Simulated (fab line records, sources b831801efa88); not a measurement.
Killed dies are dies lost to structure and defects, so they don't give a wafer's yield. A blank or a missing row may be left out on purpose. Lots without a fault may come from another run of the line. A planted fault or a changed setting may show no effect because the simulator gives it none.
Which tool did it? | flow gf180mcu | 11 lots, 33 wafers sampled, at 6 steps of a route of 602

WHAT THE GAUGES READ, wafer by wafer
GF_VT_IMPLANT_RS_MEAS_47: measures by four-point-probe.
lot  | measured     | on            | NWELL_RS (ohm/sq)
L683 | day 7 12:11  | film_metro-04 | 488.7 486.8 487.4
L684 | day 7 19:43  | film_metro-02 | 490.1 489.4 489.3
L686 | day 8 08:53  | film_metro-04 | 486.4 487.2 486.9
L687 | day 8 15:53  | film_metro-02 | 483.8 486.0 484.1
L691 | day 9 21:09  | film_metro-04 | 487.3 488.1 488.2
L692 | day 10 02:01 | film_metro-01 | 487.4 487.5 488.4
L693 | day 10 16:38 | film_metro-02 | 487.1 487.4 485.8
L695 | day 10 23:40 | film_metro-02 | 486.0 489.3 486.8
L702 | day 12 20:27 | film_metro-04 | 488.3 485.8 489.5
L703 | day 13 05:36 | film_metro-02 | 487.6 486.1 488.2
L706 | day 14 05:23 | film_metro-04 | 488.7 487.2 486.2

GF_HV_LDD_TW_MEAS_23.
lot  | measured     | on            | HV_LDD_2_TW
L683 | day 10 13:13 | film_metro-01 | 1049 1046 1045
L684 | day 10 22:47 | film_metro-04 | 1067 1065 1062
L686 | day 11 15:07 | film_metro-02 | 1054 1055 1053
L687 | day 11 21:37 | film_metro-04 | 1059 1063 1063
L691 | day 13 07:04 | film_metro-02 | 1054 1052 1059
L692 | day 13 15:29 | film_metro-01 | 1049 1048 1049
L693 | day 14 06:34 | film_metro-02 | 1054 1054 1054
L695 | day 14 17:26 | film_metro-02 | 1059 1054 1057
L702 | day 16 21:47 | film_metro-02 | 1044 1050 1044
L703 | day 17 05:08 | film_metro-02 | 1051 1054 1040
L706 | day 18 07:40 | film_metro-04 | 1064 1061 1063

GF_PSD_RS_MEAS_14: measures by four-point-probe.
lot  | measured     | on            | NSD_RS (ohm/sq)
L683 | day 13 23:52 | film_metro-04 | 46.11 46.07 46.15
L684 | day 14 09:46 | film_metro-02 | 46.19 46.24 46.05
L686 | day 15 02:52 | film_metro-04 | 46.28 46.20 46.27
L687 | day 15 12:21 | film_metro-04 | 46.19 46.16 46.14
L691 | day 17 01:02 | film_metro-03 | 46.11 46.14 46.09
L692 | day 17 11:17 | film_metro-02 | 46.08 46.18 46.14
L693 | day 18 05:31 | film_metro-04 | 46.21 46.23 46.18
L695 | day 18 15:30 | film_metro-04 | 46.12 46.17 46.22
L702 | day 21 00:37 | film_metro-03 | 44.91 44.88 44.90 44.96 44.95 44.88
L703 | day 21 09:38 | film_metro-03 | 44.85 44.85 44.80 44.98 44.89 44.85
L706 | day 22 11:58 | film_metro-04 | 46.15 46.13 46.10

WHICH TOOL RAN EACH LOT (tool, then ch and the chambers of the sampled wafers, then the start)
lot  | GF_HV_LDD_STRIP_49                   | GF_NSD_IMPLANT_09               | GF_NSD_STRIP_11
L683 | plasma_asher-02 ch 0,1, day 12 03:04 | implanter-03 ch 0, day 13 03:04 | plasma_asher-01 ch 0,1, day 13 03:22
L684 | plasma_asher-03 ch 0,1, day 12 13:25 | implanter-01 ch 0, day 13 12:20 | plasma_asher-01 ch 0,1, day 13 12:37
L686 | plasma_asher-02 ch 0, day 13 06:31   | implanter-01 ch 0, day 14 05:37 | plasma_asher-01 ch 1, day 14 05:55
L687 | plasma_asher-03 ch 0,1, day 13 14:22 | implanter-03 ch 0, day 14 14:04 | plasma_asher-01 ch 0,1, day 14 14:22
L691 | plasma_asher-02 ch 0,1, day 15 00:40 | implanter-03 ch 0, day 16 01:55 | plasma_asher-01 ch 0,1, day 16 02:12
L692 | plasma_asher-01 ch 0,1, day 15 10:24 | implanter-04 ch 0, day 16 11:43 | plasma_asher-04 ch 0,1, day 16 12:00
L693 | plasma_asher-01 ch 1, day 16 03:55   | implanter-04 ch 0, day 17 05:31 | plasma_asher-01 ch 0,1, day 17 05:49
L695 | plasma_asher-01 ch 0,1, day 16 13:11 | implanter-03 ch 0, day 17 15:13 | plasma_asher-04 ch 0,1, day 17 15:30
L702 | plasma_asher-02 ch 0,1, day 18 20:01 | implanter-01 ch 0, day 19 23:36 | plasma_asher-01 ch 0, day 19 23:52
L703 | plasma_asher-03 ch 0,1, day 19 04:46 | implanter-01 ch 0, day 20 08:29 | plasma_asher-01 ch 0,1, day 20 08:46
L706 | plasma_asher-02 ch 0,1, day 20 08:58 | implanter-03 ch 0, day 21 11:37 | plasma_asher-01 ch 0,1, day 21 11:55
- GF_HV_LDD_STRIP_49: strips in O2/N2.
- GF_NSD_IMPLANT_09
- GF_NSD_STRIP_11: strips in O2/N2.

WHAT THE TOOLS THEMSELVES READ (means of the sampled wafers that have a number; where no wafer has one, the mark that the record gives instead)
GF_HV_LDD_STRIP_49.
lot  | tool            | drypump_motor_current_A (A) | heater_power_w (W) | oes_product_au (a.u.) | strip_time_to_endpoint_s (s)
L683 | plasma_asher-02 | 5.6                         | 312                | 0.717                 | 12.63
L684 | plasma_asher-03 | 5.7                         | 330                | 0.714                 | 12.62
L686 | plasma_asher-02 | 5.7                         | 319                | 0.714                 | 12.53
L687 | plasma_asher-03 | 6.2                         | 340                | 0.719                 | 12.62
L691 | plasma_asher-02 | 5.7                         | 314                | 0.718                 | 12.64
L692 | plasma_asher-01 | 6.1                         | 283                | 0.714                 | 12.68
L693 | plasma_asher-01 | 6.4                         | 276                | 0.718                 | 12.63
L695 | plasma_asher-01 | 6.1                         | 279                | 0.712                 | 12.66
L702 | plasma_asher-02 | 5.6                         | 309                | 0.713                 | 12.61
L703 | plasma_asher-03 | 6.2                         | 340                | 0.715                 | 12.66
L706 | plasma_asher-02 | 5.6                         | 315                | 0.717                 | 12.68

GF_NSD_IMPLANT_09.
lot  | tool         | beam_energy_keV | end_station_pressure_torr (Torr)
L683 | implanter-03 | 59.987          | 1.39e-05
L684 | implanter-01 | 60.010          | 1.11e-05
L686 | implanter-01 | 59.984          | 1.15e-05
L687 | implanter-03 | 60.010          | 1.34e-05
L691 | implanter-03 | 60.026          | 1.40e-05
L692 | implanter-04 | 59.985          | 1.25e-05
L693 | implanter-04 | 60.022          | 1.29e-05
L695 | implanter-03 | 59.995          | 1.36e-05
L702 | implanter-01 | 63.944          | 1.16e-05
L703 | implanter-01 | 63.967          | 1.24e-05
L706 | implanter-03 | 59.995          | 1.38e-05

GF_NSD_STRIP_11.
lot  | tool            | drypump_motor_current_A (A) | heater_power_w (W) | oes_product_au (a.u.) | strip_time_to_endpoint_s (s)
L683 | plasma_asher-01 | 6.1                         | 279                | 0.491                 | 22.94
L684 | plasma_asher-01 | 5.8                         | 277                | 0.489                 | 22.97
L686 | plasma_asher-01 | 6.4                         | 278                | 0.486                 | 22.97
L687 | plasma_asher-01 | 6.1                         | 281                | 0.489                 | 23.04
L691 | plasma_asher-01 | 5.7                         | 281                | 0.486                 | 22.91
L692 | plasma_asher-04 | 5.6                         | 348                | 0.488                 | 22.98
L693 | plasma_asher-01 | 6.1                         | 279                | 0.486                 | 22.98
L695 | plasma_asher-04 | 5.7                         | 355                | 0.487                 | 22.98
L702 | plasma_asher-01 | 5.4                         | 283                | 0.486                 | 23.56
L703 | plasma_asher-01 | 5.7                         | 280                | 0.479                 | 23.52
L706 | plasma_asher-01 | 5.7                         | 278                | 0.487                 | 23.08

THE ANSWER, worked out from the rows above alone
Rule: what is usual is taken from the lots themselves. Put in order of their means at a reading, lots are off if they are a third of the lots or fewer, leave a main group of 4 or more, and stand apart from it by a gap of 3 or more times the standard deviation of the main group's means; of several such gaps the widest counts. A main group whose means are all the same, to the digits that the tables above print for the reading, isn't used. A lot without any number at a reading at which 4 lots or more have one is off too. The other lots that the step has rows for count as sound. The gauges are gone through in route order, then the tools' own readings, and for those a lot's mean is taken as printed above. The first step at which some lot is off is used, and at that step the reading that is off furthest; a lot without a number counts as furthest.
Off: L702, L703, at GF_PSD_RS_MEAS_14 (NSD_RS). The main group: mean 46.16 ohm/sq, standard deviation 0.043.
A tool fits if, at a process step before that reading, it ran every lot that is off, and no sound lot after the first of them. The gauges at GF_PSD_RS_MEAS_14 aren't tried: what is off there is off at GF_NSD_IMPLANT_09 too, on other tools, and a gauge's error can't cause that. One fits: implanter-01 at GF_NSD_IMPLANT_09. Its last sound lot is L686 (day 14 05:37), its first lot that is off L702 (day 19 23:36): a fault that began between those two fits.
The tool's own readings at GF_NSD_IMPLANT_09 bear it out: on the lots that are off they differ by more than 5 times the standard deviation of the sound lots' means. beam_energy_keV reads 63.956 there against 60.002 on the sound lots.

WHAT THE SIMULATOR HAD PUT IN
Process parameter drift: implanter-01, from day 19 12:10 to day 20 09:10, at GF_NSD_IMPLANT_09. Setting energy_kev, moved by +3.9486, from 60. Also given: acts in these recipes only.
Lots struck among those shown: L702, L703. The rule above found the same.
